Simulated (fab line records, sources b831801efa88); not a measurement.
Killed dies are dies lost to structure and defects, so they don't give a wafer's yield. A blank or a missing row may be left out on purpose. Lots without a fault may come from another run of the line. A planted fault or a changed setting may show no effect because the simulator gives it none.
Which tool did it? | flow sky130 | 11 lots, 33 wafers sampled, at 3 steps of a route of 708

WHAT THE GAUGES READ, wafer by wafer
SKY_LDD_LDN_TW_MEAS_13.
lot  | measured     | on            | LDD_LDN_TW
L797 | day 23 12:05 | film_metro-02 | 1466 1469 1472
L798 | day 23 18:58 | film_metro-04 | 1485 1488 1495
L801 | day 24 16:22 | film_metro-04 | 1502 1498 1502
L805 | day 26 09:20 | film_metro-02 | 1467 1479 1481
L807 | day 26 18:14 | film_metro-03 | 1473 1477 1480
L806 | day 26 22:26 | film_metro-04 | 1496 1499 1489
L808 | day 27 03:12 | film_metro-04 | 1503 1497 1489
L812 | day 28 19:04 | film_metro-03 | 1485 1486 1488
L813 | day 28 20:07 | film_metro-02 | 1417 1418 1424 1404 1410 1414
L815 | day 29 12:22 | film_metro-02 | 1422 1412 1416 1416 1427 1412
L817 | day 30 02:53 | film_metro-02 | 1464 1465 1465

WHICH TOOL RAN EACH LOT (tool, then ch and the chambers of the sampled wafers, then the start)
lot  | SKY_LDD_LDN_IMPLANT_11          | SKY_LDD_LDN_STRIP_12
L797 | implanter-03 ch 0, day 23 11:51 | plasma_asher-02 ch 0,1, day 23 11:58
L798 | implanter-02 ch 0, day 23 18:43 | plasma_asher-01 ch 0,1, day 23 18:52
L801 | implanter-02 ch 0, day 24 16:07 | plasma_asher-03 ch 0,1, day 24 16:16
L805 | implanter-04 ch 0, day 26 09:07 | plasma_asher-03 ch 0,1, day 26 09:15
L807 | implanter-02 ch 0, day 26 18:01 | plasma_asher-01 ch 0,1, day 26 18:09
L806 | implanter-02 ch 0, day 26 22:13 | plasma_asher-01 ch 0,1, day 26 22:22
L808 | implanter-04 ch 0, day 27 03:00 | plasma_asher-01 ch 0,1, day 27 03:07
L812 | implanter-02 ch 0, day 28 18:49 | plasma_asher-01 ch 0, day 28 18:58
L813 | implanter-03 ch 0, day 28 19:52 | plasma_asher-01 ch 0,1, day 28 20:01
L815 | implanter-03 ch 0, day 29 12:07 | plasma_asher-03 ch 0,1, day 29 12:16
L817 | implanter-02 ch 0, day 30 02:40 | plasma_asher-02 ch 0,1, day 30 02:48
- SKY_LDD_LDN_IMPLANT_11
- SKY_LDD_LDN_STRIP_12: strips in O2/N2.

THE ANSWER, worked out from the rows above alone
Rule: what is usual is taken from the lots themselves. Put in order of their means at a reading, lots are off if they are a third of the lots or fewer, leave a main group of 4 or more, and stand apart from it by a gap of 3 or more times the standard deviation of the main group's means; of several such gaps the widest counts. A main group whose means are all the same, to the digits that the tables above print for the reading, isn't used. A lot without any number at a reading at which 4 lots or more have one is off too. The other lots that the step has rows for count as sound.
Off: L813, L815, at SKY_LDD_LDN_TW_MEAS_13 (LDD_LDN_TW). The main group: mean 1484, standard deviation 12.
A tool fits if, at a process step before that reading, it ran every lot that is off, and no sound lot after the first of them. The gauges at SKY_LDD_LDN_TW_MEAS_13 are tried like those tools. One fits: implanter-03 at SKY_LDD_LDN_IMPLANT_11. Its last sound lot is L797 (day 23 11:51), its first lot that is off L813 (day 28 19:52): a fault that began between those two fits.

WHAT THE SIMULATOR HAD PUT IN
Process parameter drift: implanter-03, from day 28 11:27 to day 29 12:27, at SKY_LDD_LDN_IMPLANT_11. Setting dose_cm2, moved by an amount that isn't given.
Lots struck among those shown: L813, L815. The rule above found the same.
